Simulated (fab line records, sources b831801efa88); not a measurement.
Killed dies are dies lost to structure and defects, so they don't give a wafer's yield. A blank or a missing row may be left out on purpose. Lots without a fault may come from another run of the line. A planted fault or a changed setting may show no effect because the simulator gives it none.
fab line records | flow gf180mcu
record lots=6 wafers=18 last_day=34
route steps=602 shown VT_IMPLANT@115
lots that met no fault: from a run of the same line without faults
start_h: hours from the record's first day to the start of the lot's first wafer shown | wait_h: hours since the lot's step before | " the same as in the row above | L1.1+2: a row that stands for several wafers | - no value, or no start given | * or withheld: withheld | < > ~ a bound
route shown NAME@n: a module of which the file shows steps, and the number in the route of the first | usual: mean/standard deviation of fault-free wafers | same: alike in all rows | chamber/n: place in a boat | sites: the reading at each site | _std_site: their standard deviation | _edge_site: outer sites' mean less inner sites' | radius_mm: how far each site lies from the wafer's centre | mask NAME#n: copy n | behind: the tool/chamber that last shaped the wafer | hold: why the lot was held/for how many hours/how that ended | device: the transistor (n, p or np) that didn't switch | end of line: the same wafers' tests at the end of the route | a step without rows: its recipe alone | killed: dies lost to structure and defects at the first sort, not the wafer's yield | map: a wafer's dies, x killed, . not, _ none there
set.NAME: the setting as run; set.NAME@STEP: as run at that earlier step | model.NAME: the simulator's own value behind a step, which no gauge read
lots at some steps of the route; a table a step, a row a wafer
services: from which hour (start_h, from the record's first day; less than 0 if before it) a tool's chamber was out of use, for how many hours, and why
## steps
# step GF_VT_IMPLANT_SOFTBAKE_25
# recipe temp_c=90 time_s=60 resist=NOVOLAK
# step GF_VT_IMPLANT_EXPOSE_26
# recipe mask_id=LVPWELL_HV_AREA target_cd_nm=860 na=0.6 source_shape=conventional sigma_outer=0.6 dose_mj=140
# step GF_VT_IMPLANT_PEB_27
# recipe temp_c=withheld time_s=* resist=NOVOLAK
# step GF_VT_IMPLANT_DEVELOP_28
# recipe develop_time_s=60 dev_temp_c=23
# step GF_VT_IMPLANT_OVL_MEAS_29
# usual VT_IMPLANT_02_OVL=0.5/1.5
# columns lot.wafer tool chamber start_h wait_h VT_IMPLANT_02_OVL[nm]
L235.1 overlay-01 - 161.31 0.1 -0.6
L235.2 " - " " 0.4
L235.5 " - " " -0.7
L236.3 overlay-01 - 168.51 0.1 1.8
L236.4 " - " " -0.8
L236.5 " - " " 1.5
L237.1 overlay-02 - 170.48 0.1 3.0
L237.3 " - " " 0.6
L237.4 " - " " 0.4
L246.1 overlay-02 - 233.73 0.1 1.7
L246.4 " - " " 1.7
L246.6 " - " " 3.5
L248.3 overlay-02 - 243.46 0.1 1.8
L248.5 " - " " 3.5
L248.6 " - " " 2.5
L253.1 overlay-01 - 285.81 0.1 0.7
L253.2 " - " " 0.3
L253.6 " - " " 1.3
# step GF_VT_IMPLANT_IMPLANT_30
# recipe species=B energy_kev=25 dose_cm2=2.534e+12 tilt_deg=7
# step GF_VT_IMPLANT_STRIP_31
# recipe chemistry=O2/N2 power_w=1400 pressure_mtorr=1500 platen_temp_c=250 o2_flow_sccm=3000 n2_flow_sccm=300 overash_fraction=0.5
# usual drypump_motor_current_A=5.5/0.44 heater_power_w=336/19 oes_product_au=0.716/0.0042 strip_time_to_endpoint_s=12.63/0.04
# columns lot.wafer tool chamber start_h wait_h drypump_motor_current_A heater_power_w oes_product_au rf_hours_counter_h strip_time_to_endpoint_s
L235.1 plasma_asher-02 0 161.50 0.1 5.3 318 0.719 28 12.66
L235.2 " 1 " " 5.0 365 0.720 28 12.67
L235.5 " 0 " " 5.3 324 0.715 - 12.67
L236.3 plasma_asher-04 0 168.72 0.1 6.2 315 0.715 - 12.65
L236.4 " 1 " " 5.4 352 0.719 - 12.63
L236.5 " 1 " " 5.4 344 0.723 - 12.68
L237.1 plasma_asher-02 1 170.66 0.1 5.0 369 0.712 29 12.65
L237.3 " 0 " " 5.3 317 0.718 - 12.66
L237.4 " 1 " " 5.0 365 0.713 - 12.64
L246.1 plasma_asher-02 1 233.91 0.1 5.0 365 0.720 36 12.66
L246.4 " 1 " " 5.0 361 0.711 - 12.63
L246.6 " 0 " " 5.3 321 0.719 - 12.61
L248.3 plasma_asher-01 0 243.66 0.1 5.8 333 0.720 - 12.64
L248.5 " 0 " " 5.8 338 0.723 - 12.64
L248.6 " 1 " " 5.9 321 0.712 - 12.67
L253.1 plasma_asher-04 0 286.00 0.1 6.3 319 0.722 18 12.62
L253.2 " 1 " " 5.4 351 0.718 18 12.64
L253.6 " 0 " " 6.3 314 0.711 - 12.64
# step GF_VT_IMPLANT_TW_MEAS_32
# usual VT_IMPLANT_3_TW=272.9/1.9
# columns lot.wafer tool chamber start_h wait_h VT_IMPLANT_3_TW
L235.1 film_metro-01 - 161.60 0.1 273.0
L235.2 " - " " 273.5
L235.5 " - " " 275.5
L236.3 film_metro-01 - 168.80 0.1 274.9
L236.4 " - " " 273.3
L236.5 " - " " 270.9
L237.1 film_metro-01 - 170.76 0.1 274.2
L237.3 " - " " 273.0
L237.4 " - " " 272.9
L246.1 film_metro-01 - 234.01 0.1 275.0
L246.4 " - " " 273.7
L246.6 " - " " 275.7
L248.3 film_metro-01 - 243.75 0.1 272.1
L248.5 " - " " 273.5
L248.6 " - " " 272.0
L253.1 film_metro-01 - 286.10 0.1 276.1
L253.2 " - " " 275.0
L253.6 " - " " 276.1
# step GF_VT_IMPLANT_DEHYDRATE_33
# recipe temp_c=200 time_s=60
# step GF_VT_IMPLANT_HMDS_34
# recipe prime_time_s=60 prime_temp_c=120
# step GF_VT_IMPLANT_COAT_35
# recipe resist=NOVOLAK spin_rpm=3000 resist_thk_nm=1000
# step GF_VT_IMPLANT_SOFTBAKE_36
# recipe temp_c=90 time_s=60 resist=NOVOLAK
# step GF_VT_IMPLANT_EXPOSE_37
# recipe mask_id=Nwell_HV_AREA target_cd_nm=860 na=0.6 source_shape=conventional sigma_outer=0.6 dose_mj=140
# usual exposure_dose_mJ_cm2=140.01/0.13 focus_offset_nm=0.0/0.54 reticle_temp_C=22.98/0.1
# columns lot.wafer tool chamber start_h wait_h mask exposure_dose_mJ_cm2 focus_offset_nm reticle_temp_C model.VT_IMPLANT.overlay_x_nm
L235.1 iline_stepper-02 0 169.28 - Nwell_HV_AREA#0 139.86 0.0 22.96 0.004364
L235.2 " 0 " " Nwell_HV_AREA#0 139.99 -0.2 23.13 0.004364
L235.5 " 0 " " Nwell_HV_AREA#0 140.01 -0.8 23.01 0.004364
L236.3 iline_stepper-02 - 177.10 - Nwell_HV_AREA#0 - - - 0.9865
L236.4 " - " " Nwell_HV_AREA#0 - - - 0.9865
L236.5 " - " " Nwell_HV_AREA#0 - - - 0.9865
L237.1 iline_stepper-01 - 179.60 - Nwell_HV_AREA#0 - - - 1.33
L237.3 " - " " Nwell_HV_AREA#0 - - - 1.33
L237.4 " - " " Nwell_HV_AREA#0 - - - 1.33
L246.1 iline_stepper-01 0 242.98 - Nwell_HV_AREA#0 139.97 -1.1 23.12 -0.6345
L246.4 " 0 " " Nwell_HV_AREA#0 139.99 -0.5 23.09 -0.6345
L246.6 " 0 " " Nwell_HV_AREA#0 140.05 -0.1 23.04 -0.6345
L248.3 iline_stepper-02 0 253.20 - Nwell_HV_AREA#0 139.94 0.4 23.01 -0.9397
L248.5 " 0 " " Nwell_HV_AREA#0 139.96 0.1 23.01 -0.9397
L248.6 " 0 " " Nwell_HV_AREA#0 139.98 -0.1 22.90 -0.9397
L253.1 iline_stepper-02 0 296.03 - Nwell_HV_AREA#0 139.97 0.8 22.79 -0.457
L253.2 " 0 " " Nwell_HV_AREA#0 139.86 0.1 22.83 -0.457
L253.6 " 0 " " Nwell_HV_AREA#0 139.90 0.2 22.99 -0.457
# step GF_VT_IMPLANT_PEB_38
# recipe temp_c=withheld time_s=* resist=NOVOLAK
## services
# columns tool chamber start_h hours kind
plasma_asher-02 - 189.38 0.4 repair
iline_stepper-01 - 209.80 2.1 pm
iline_stepper-02 0 211.69 - calibration
iline_stepper-01 - 211.88 - consumable_replace:lamp
plasma_asher-01 - 218.55 10.0 pm
iline_stepper-01 - 237.88 1.7 pm
iline_stepper-02 - 242.93 1.7 pm
iline_stepper-01 - 251.85 3.8 repair
iline_stepper-01 0 279.76 - calibration
plasma_asher-04 - 288.92 1.1 repair
## key
first_sign step=GF_VT_IMPLANT_EXPOSE_37 reading=tool_record direction=missing
effect none on later readings
model_effect step=GF_VT_IMPLANT_EXPOSE_37 value=VT_IMPLANT.overlay_x_nm without=-0.1714 struck=1.158
met_at GF_VT_IMPLANT_EXPOSE_37
struck_wafers L236.3,L236.4,L236.5,L237.1,L237.3,L237.4
later_rows_left_out L236.3,L236.4,L236.5,L237.1,L237.3,L237.4
sort_left_out L236.3,L236.4,L236.5,L237.1,L237.3,L237.4
tester_left_out L236,L237
onset_between 169.28 177.10
fault kind=skipped_step_whole tool=iline_stepper-01,iline_stepper-02 chamber=- onset_h=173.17 steps=GF_VT_IMPLANT_EXPOSE_37 scope=struck_lots_only
# tester_left_out: of these lots the tester's yield and bins aren't shown, on N5 and GAA mostly nor the transistor test; their killed dies are dies lost to structure and defects alone, not to doping, threshold or leakage, so they don't give the yield
# sort_left_out: the simulated sort isn't trusted on such a fault, so these wafers' sort isn't shown, and their yield isn't known
# later_rows_left_out: the simulator's readings of these wafers behind a module that went badly wrong aren't trusted and aren't shown, but for the sort
